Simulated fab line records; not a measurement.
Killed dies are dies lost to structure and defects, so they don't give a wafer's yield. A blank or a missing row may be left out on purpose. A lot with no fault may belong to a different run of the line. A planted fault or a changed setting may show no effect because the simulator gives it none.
Which tool was responsible? + flow sky130 + 6 lots (18 wafers sampled), 1 step of a 708-step route

## WHAT EACH GAUGE READ, for each wafer
SKY_METAL4_CD_MEAS_13 targets a cd of 300 nm.
| lot  | measured     | on        | cd nm (nm)        |
|------|--------------|-----------|-------------------|
| L892 | day 42 05:37 | cd sem-01 | 300.5 300.9 300.6 |
| L896 | day 43 07:28 | cd sem-01 | 302.4 302.6 304.0 |
| L895 | day 43 11:45 | cd sem-01 | 298.3 299.3 299.3 |
| L899 | day 44 03:36 | cd sem-02 | 300.3 299.2 300.6 |
| L908 | day 46 15:34 | cd sem-01 | 298.4 300.1 298.8 |
| L913 | day 47 18:55 | cd sem-01 | 300.5 301.4 300.7 |

## EACH LOT AND THE TOOL THAT RAN IT (in order: tool; ch and the chambers of the sampled wafers; start)
Before these readings, the record contains no process step.

## THE ANSWER, worked out from the rows above alone
Rule: usual is defined by the lots themselves. The widest of any qualifying gaps counts: lots, ordered by their means at a reading, are off when they make up no more than a third of the lots, leave a main group of 4 or more, and stand apart from it by 3 or more times the standard deviation of that group's means. Not used: any main group whose means are identical at the precision the tables above print for the reading. A lot without any number at a reading at which 4 lots or more have one is off too. Any other lot the step has rows for is counted as sound.
No lot is off on any of the readings shown, so nothing can be concluded from this.

## WHAT HAD BEEN PUT IN BY THE SIMULATOR
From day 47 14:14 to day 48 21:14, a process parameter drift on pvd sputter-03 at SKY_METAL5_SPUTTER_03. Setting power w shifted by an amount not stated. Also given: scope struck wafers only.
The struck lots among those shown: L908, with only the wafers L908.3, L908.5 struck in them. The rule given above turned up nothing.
